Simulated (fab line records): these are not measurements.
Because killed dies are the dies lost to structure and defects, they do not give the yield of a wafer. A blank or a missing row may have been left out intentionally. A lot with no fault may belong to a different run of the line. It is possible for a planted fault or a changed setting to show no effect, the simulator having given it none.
Which tool did it? :: flow gf180mcu :: 6 lots, 18 wafers sampled, at 4 steps of a route of 602

## WHAT THE GAUGES SHOWED, per wafer
GF_HV_LDD_TW_MEAS_38.
lot: L219
measured: day 11 22:08
on: film metro-02
HV_LDD_3_TW: 1538 1528 1535

lot: L224
measured: day 13 10:19
on: film metro-03
HV_LDD_3_TW: 1439 1438 1437

lot: L233
measured: day 16 11:46
on: film metro-02
HV_LDD_3_TW: 1427 1421 1426

lot: L235
measured: day 17 03:10
on: film metro-02
HV_LDD_3_TW: 1431 1441 1447

lot: L238
measured: day 18 03:20
on: film metro-02
HV_LDD_3_TW: 1434 1428 1433

lot: L241
measured: day 19 07:26
on: film metro-02
HV_LDD_3_TW: 1435 1431 1431

## TOOL THAT RAN EACH LOT (tool first, then ch and the chambers of the sampled wafers, then the start)
lot: L219
GF_DUAL_GATE_STRIP_13: plasma asher-04 ch 0,1, day 8 14:00
GF_HV_LDD_STRIP_10: plasma asher-04 ch 0,1, day 10 08:13
GF_HV_LDD_IMPLANT_35: implanter-01 ch 0, day 11 21:26

lot: L224
GF_DUAL_GATE_STRIP_13: plasma asher-03 ch 0,1, day 10 00:08
GF_HV_LDD_STRIP_10: plasma asher-04 ch 0,1, day 11 18:26
GF_HV_LDD_IMPLANT_35: implanter-04 ch 0, day 13 09:55

lot: L233
GF_DUAL_GATE_STRIP_13: plasma asher-03 ch 0,1, day 12 16:42
GF_HV_LDD_STRIP_10: plasma asher-01 ch 0,1, day 14 15:28
GF_HV_LDD_IMPLANT_35: implanter-01 ch 0, day 16 11:20

lot: L235
GF_DUAL_GATE_STRIP_13: plasma asher-04 ch 0,1, day 13 05:46
GF_HV_LDD_STRIP_10: plasma asher-01 ch 0,1, day 15 05:22
GF_HV_LDD_IMPLANT_35: implanter-01 ch 0, day 17 02:46

lot: L238
GF_DUAL_GATE_STRIP_13: plasma asher-04 ch 0,1, day 14 03:14
GF_HV_LDD_STRIP_10: plasma asher-04 ch 0,1, day 16 03:31
GF_HV_LDD_IMPLANT_35: implanter-04 ch 0, day 18 02:56

lot: L241
GF_DUAL_GATE_STRIP_13: plasma asher-04 ch 0,1, day 15 03:14
GF_HV_LDD_STRIP_10: plasma asher-02 ch 0,1, day 17 06:37
GF_HV_LDD_IMPLANT_35: implanter-02 ch 0, day 19 07:04
- GF_DUAL_GATE_STRIP_13: strips in O2/N2.
- GF_HV_LDD_STRIP_10: strips in O2/N2.
- GF_HV_LDD_IMPLANT_35

## THE ANSWER, worked out from the rows above alone
Rule: the lots themselves supply what counts as usual. Put in order of their means at a reading, lots are off if they are a third of the lots or fewer, leave a main group of 4 or more, and stand apart from it by a gap of 3 or more times the standard deviation of the main group's means; of several such gaps the widest counts. If all means in a main group match to the digits the tables above print for the reading, that group is not used. A lot without any number at a reading at which 4 lots or more have one is off too. Any other lot the step has rows for is counted as sound.
Off: at GF_HV_LDD_TW_MEAS_38 (HV_LDD_3_TW), L219. The main group has a mean of 1433 with a standard deviation of 5.3.
A tool fits if, at a process step before that reading, it ran every lot that is off, and no sound lot after the first of them. The gauges at GF_HV_LDD_TW_MEAS_38 are tried like those tools. Of those tried, none fits.

## WHAT THE SIMULATOR HAD INSERTED
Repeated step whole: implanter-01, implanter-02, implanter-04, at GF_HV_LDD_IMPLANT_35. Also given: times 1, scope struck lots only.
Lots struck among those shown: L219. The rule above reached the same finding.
